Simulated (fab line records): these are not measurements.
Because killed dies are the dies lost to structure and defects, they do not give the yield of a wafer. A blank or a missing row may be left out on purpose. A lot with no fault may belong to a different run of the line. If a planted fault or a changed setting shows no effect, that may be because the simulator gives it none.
Which tool was responsible?	flow sky130	24 lots with 72 wafers sampled at 6 steps, on a route of 708 steps

== WHAT EACH GAUGE READ, for each wafer ==
SKY_METAL2_CD_MEAS_15: target cd 140 nm. Usual: cd_nm reads 140.2 nm (standard deviation 1.4).
lot	measured	on	cd_nm (nm)	flag
L074	day 33 02:35	cd_sem-01	140.6 140.3 141.2	
L075	day 33 03:16	cd_sem-02	142.9 141.9 141.0	
L076	day 33 05:05	cd_sem-02	141.9 141.8 140.8	
L077	day 33 06:31	cd_sem-02	141.2 140.6 141.7	
L078	day 33 18:02	cd_sem-01	142.8 142.3 142.0	
L080	day 34 03:22	cd_sem-01	139.2 140.6 139.3	
L079	day 34 05:49	cd_sem-01	137.5 137.9 139.1	
L081	day 34 18:14	cd_sem-01	139.1 139.5 140.1	
L082	day 35 03:05	cd_sem-02	141.2 141.8 140.1	
L084	day 35 05:35	cd_sem-02	142.0 140.6 139.9	
L083	day 35 07:32	cd_sem-02	140.2 139.5 141.3	
L085	day 35 13:31	cd_sem-02	137.5 139.1 138.8	
L086	day 35 22:37	cd_sem-02	142.6 141.2 139.6	
L087	day 36 06:40	cd_sem-02	138.9 138.7 139.0	
L088	day 36 08:10	cd_sem-01	139.4 139.1 141.7	
L089	day 36 17:07	cd_sem-01	141.7 141.7 143.0	
L090	day 37 04:32	cd_sem-01	140.8 140.6 139.3	
L091	day 37 12:49	cd_sem-01	140.7 140.3 138.7	
L094	day 44 18:40	cd_sem-01	141.2 140.9 141.3	
L092	day 44 21:52	cd_sem-02	140.5 140.1 140.8	
L093	day 44 23:22	cd_sem-01	141.5 139.9 139.3	
L095	day 45 00:49	cd_sem-01	137.1 137.8 136.4	
L096	day 45 01:50	cd_sem-01	139.1 138.1 137.7	
L097	day 45 02:32	cd_sem-02	141.7 141.0 141.2	

SKY_CAPM_THK_MEAS_04: measures by xrf. Usual: CAPM_TIN_THK 199.9 nm, standard deviation 1.9.
lot	measured	on	CAPM_TIN_THK (nm)	flag
L074	day 34 08:23	film_metro-02	198.7 199.6 199.0	
L075	day 34 09:18	film_metro-01	197.3 199.7 198.4	
L076	day 34 10:33	film_metro-03	198.5 199.3 199.2	
L077	day 34 13:14	film_metro-01	201.9 202.6 205.1	
L078	day 34 23:40	film_metro-02	199.9 199.7 200.8	
L080	day 35 09:51	film_metro-01	198.7 201.8 199.3	
L079	day 35 12:11	film_metro-01	201.1 200.3 201.5	
L081	day 36 01:08	film_metro-03	199.6 199.7 197.6	
L082	day 36 09:39	film_metro-02	195.2 199.1 199.6	
L084	day 36 11:29	film_metro-02	197.2 200.4 200.5	
L083	day 36 13:47	film_metro-02	200.3 199.8 201.8	
L085	day 36 19:02	film_metro-02	198.8 196.4 198.5	
L086	day 37 03:50	film_metro-02	198.7 200.8 200.9	
L087	day 37 12:06	film_metro-03	198.1 196.1 196.8	
L088	day 37 14:28	film_metro-03	197.8 198.9 200.9	
L089	day 37 23:26	film_metro-03	200.5 203.2 200.3	
L090	day 38 11:08	film_metro-01	199.9 200.8 201.5	
L091	day 38 19:22	film_metro-03	200.8 202.4 197.8	
L094	day 45 18:16	film_metro-02	199.0 199.5 197.6	
L092	day 45 21:31	film_metro-01	199.4 199.3 195.6	
L093	day 45 22:35	film_metro-01	201.5 204.6 200.4	
L095	day 46 00:02	film_metro-01	200.3 203.9 203.9	
L096	day 46 00:58	film_metro-01	199.9 200.8 199.0	
L097	day 46 01:46	film_metro-01	201.7 200.3 201.0	

SKY_VIA3_THK_MEAS_23: measures by xrf. Usual: VIA3_W_THK 378 nm, standard deviation 6.
lot	measured	on	VIA3_W_THK (nm)	flag
L074	day 37 19:22	film_metro-01	384 371 381	
L075	day 37 20:24	film_metro-01	384 387 385	
L076	day 37 21:33	film_metro-02	375 376 381	
L077	day 37 23:17	film_metro-02	375 378 375	
L078	day 38 10:18	film_metro-02	372 367 375	
L080	day 38 19:49	film_metro-02	373 369 372	
L079	day 38 21:55	film_metro-01	382 376 380	
L081	day 39 11:22	film_metro-02	382 388 389	
L082	day 39 20:10	film_metro-02	376 374 375	
L084	day 39 20:30	film_metro-02	373 370 371	
L083	day 39 22:22	film_metro-02	377 375 376	
L085	day 40 04:58	film_metro-01	372 376 371	
L086	day 40 13:18	film_metro-04	367 367 372	
L087	day 40 21:27	film_metro-02	382 373 378	
L088	day 41 00:31	film_metro-02	373 374 376	
L089	day 41 07:30	film_metro-04	385 380 383	
L090	day 41 20:01	film_metro-04	373 377 377	
L091	day 42 03:10	film_metro-02	376 374 383	
L094	day 48 04:01	film_metro-01	377 382 381	
L092	day 48 06:41	film_metro-01	388 385 391	
L093	day 48 07:07	film_metro-01	390 388 393	
L095	day 48 08:43	film_metro-02	378 377 375	
L096	day 48 09:14	film_metro-04	387 383 382	
L097	day 48 10:10	film_metro-02	381 376 375	

== WHAT TOOL EACH LOT RAN ON (gives the tool, then ch and the chambers of the sampled wafers, and finally the start) ==
lot	SKY_VIA2_SPUTTER_20	SKY_METAL3_SPUTTER_00	SKY_METAL3_SPUTTER_03
L074	pvd_sputter-03, day 34 07:14	pvd_sputter-01, day 34 07:55	pvd_sputter-01, day 34 08:00
L075	pvd_sputter-03, day 34 08:10	pvd_sputter-04, day 34 08:50	pvd_sputter-04, day 34 08:55
L076	pvd_sputter-01, day 34 09:25	pvd_sputter-04, day 34 10:05	pvd_sputter-04, day 34 10:10
L077	pvd_sputter-01, day 34 12:06	pvd_sputter-02, day 34 12:46	pvd_sputter-02, day 34 12:51
L078	pvd_sputter-01, day 34 22:31	pvd_sputter-04, day 34 23:11	pvd_sputter-04, day 34 23:16
L080	pvd_sputter-01, day 35 08:43	pvd_sputter-02, day 35 09:23	pvd_sputter-02, day 35 09:28
L079	pvd_sputter-03, day 35 11:02	pvd_sputter-01, day 35 11:43	pvd_sputter-01, day 35 11:48
L081	pvd_sputter-03, day 36 00:00	pvd_sputter-01, day 36 00:40	pvd_sputter-01, day 36 00:45
L082	pvd_sputter-02, day 36 08:30	pvd_sputter-04, day 36 09:10	pvd_sputter-04, day 36 09:16
L084	pvd_sputter-03, day 36 10:22	pvd_sputter-04, day 36 11:02	pvd_sputter-04, day 36 11:07
L083	pvd_sputter-02, day 36 12:38	pvd_sputter-04, day 36 13:18	pvd_sputter-04, day 36 13:23
L085	pvd_sputter-01, day 36 17:53	pvd_sputter-02, day 36 18:34	pvd_sputter-02, day 36 18:39
L086	pvd_sputter-03, day 37 02:41	pvd_sputter-01, day 37 03:22	pvd_sputter-01, day 37 03:26
L087	pvd_sputter-02, day 37 10:58	pvd_sputter-01, day 37 11:38	pvd_sputter-01, day 37 11:43
L088	pvd_sputter-02, day 37 13:19	pvd_sputter-04, day 37 13:59	pvd_sputter-04, day 37 14:04
L089	pvd_sputter-01, day 37 22:17	pvd_sputter-02, day 37 22:58	pvd_sputter-02, day 37 23:03
L090	pvd_sputter-03, day 38 09:59	pvd_sputter-02, day 38 10:39	pvd_sputter-02, day 38 10:44
L091	pvd_sputter-01, day 38 18:13	pvd_sputter-02, day 38 18:53	pvd_sputter-02, day 38 18:59
L094	pvd_sputter-02, day 45 17:07	pvd_sputter-04, day 45 17:48	pvd_sputter-04, day 45 17:53
L092	pvd_sputter-03, day 45 20:23	pvd_sputter-02, day 45 21:03	pvd_sputter-02, day 45 21:08
L093	pvd_sputter-02, day 45 21:18	pvd_sputter-04, day 45 22:06	pvd_sputter-04, day 45 22:11
L095	pvd_sputter-02, day 45 22:53	pvd_sputter-01, day 45 23:34	pvd_sputter-01, day 45 23:39
L096	pvd_sputter-03, day 45 23:49	pvd_sputter-04, day 46 00:29	pvd_sputter-04, day 46 00:34
L097	pvd_sputter-01, day 46 00:37	pvd_sputter-04, day 46 01:17	pvd_sputter-04, day 46 01:22
- SKY_VIA2_SPUTTER_20: material TiN, target thk 20 nm, time 80 s.
- SKY_METAL3_SPUTTER_00: material Ti, target thk 15 nm, time 10 s.
- SKY_METAL3_SPUTTER_03: material Ti, target thk 5 nm, time 3.3 s.

== WHAT THE TOOLS THEMSELVES READ (means of the sampled wafers that have a number; where no wafer has one, the mark that the record gives instead) ==
SKY_VIA2_SPUTTER_20. Usual: throttle_valve_pct reads 29.6 % (standard deviation 0.92).
lot	tool	throttle_valve_pct (%)	flag
L074	pvd_sputter-03	29.1	
L075	pvd_sputter-03	29.5	
L076	pvd_sputter-01	29.3	
L077	pvd_sputter-01	29.5	
L078	pvd_sputter-01	30.4	
L080	pvd_sputter-01	29.4	
L079	pvd_sputter-03	29.7	
L081	pvd_sputter-03	29.5	
L082	pvd_sputter-02	29.5	
L084	pvd_sputter-03	29.0	
L083	pvd_sputter-02	30.0	
L085	pvd_sputter-01	30.6	
L086	pvd_sputter-03	29.3	
L087	pvd_sputter-02	29.5	
L088	pvd_sputter-02	29.8	
L089	pvd_sputter-01	30.3	
L090	pvd_sputter-03	29.4	
L091	pvd_sputter-01	30.5	
L094	pvd_sputter-02	29.6	
L092	pvd_sputter-03	28.7	
L093	pvd_sputter-02	29.6	
L095	pvd_sputter-02	29.4	
L096	pvd_sputter-03	28.9	
L097	pvd_sputter-01	29.5	

SKY_METAL3_SPUTTER_00. Usual: throttle_valve_pct reads 29.6 % (standard deviation 1.3).
lot	tool	throttle_valve_pct (%)	flag
L074	pvd_sputter-01	29.6	
L075	pvd_sputter-04	29.7	
L076	pvd_sputter-04	28.3	
L077	pvd_sputter-02	29.7	
L078	pvd_sputter-04	29.4	
L080	pvd_sputter-02	29.5	
L079	pvd_sputter-01	30.4	
L081	pvd_sputter-01	30.2	
L082	pvd_sputter-04	29.8	
L084	pvd_sputter-04	28.4	
L083	pvd_sputter-04	28.5	
L085	pvd_sputter-02	29.6	
L086	pvd_sputter-01	29.9	
L087	pvd_sputter-01	29.7	
L088	pvd_sputter-04	28.1	
L089	pvd_sputter-02	29.8	
L090	pvd_sputter-02	29.8	
L091	pvd_sputter-02	29.9	
L094	pvd_sputter-04	29.6	
L092	pvd_sputter-02	30.0	
L093	pvd_sputter-04	28.5	
L095	pvd_sputter-01	30.1	
L096	pvd_sputter-04	29.8	
L097	pvd_sputter-04	29.8	

SKY_METAL3_SPUTTER_03. Usual: throttle_valve_pct reads 29.6 % (standard deviation 1.3).
lot	tool	throttle_valve_pct (%)	flag
L074	pvd_sputter-01	29.6	
L075	pvd_sputter-04	29.8	
L076	pvd_sputter-04	28.4	
L077	pvd_sputter-02	29.6	
L078	pvd_sputter-04	29.4	
L080	pvd_sputter-02	29.8	
L079	pvd_sputter-01	30.6	
L081	pvd_sputter-01	30.2	
L082	pvd_sputter-04	29.7	
L084	pvd_sputter-04	28.4	
L083	pvd_sputter-04	28.4	
L085	pvd_sputter-02	29.7	
L086	pvd_sputter-01	30.0	
L087	pvd_sputter-01	29.7	
L088	pvd_sputter-04	28.1	
L089	pvd_sputter-02	29.7	
L090	pvd_sputter-02	29.8	
L091	pvd_sputter-02	29.9	
L094	pvd_sputter-04	29.8	
L092	pvd_sputter-02	29.9	
L093	pvd_sputter-04	28.6	
L095	pvd_sputter-01	30.1	
L096	pvd_sputter-04	29.7	
L097	pvd_sputter-04	29.5	

== THE ANSWER, worked out from the rows above alone ==
Rule: a lot is off if the mean of its wafers that have a number lies more than 3 standard deviations from the usual mean. Also off: a lot with no number at a reading for which 4 or more lots have one. Any other lot the step has rows for is counted as sound. The gauges are gone through in route order, then the tools' own readings, and for those a lot's mean is taken as printed above. At the first step where some lot is off, the reading lying furthest off is the one used; lots without a number count as furthest.
Across all readings shown, no lot is off: no conclusion can be drawn from this.

== WHAT THE SIMULATOR HAD INSERTED ==
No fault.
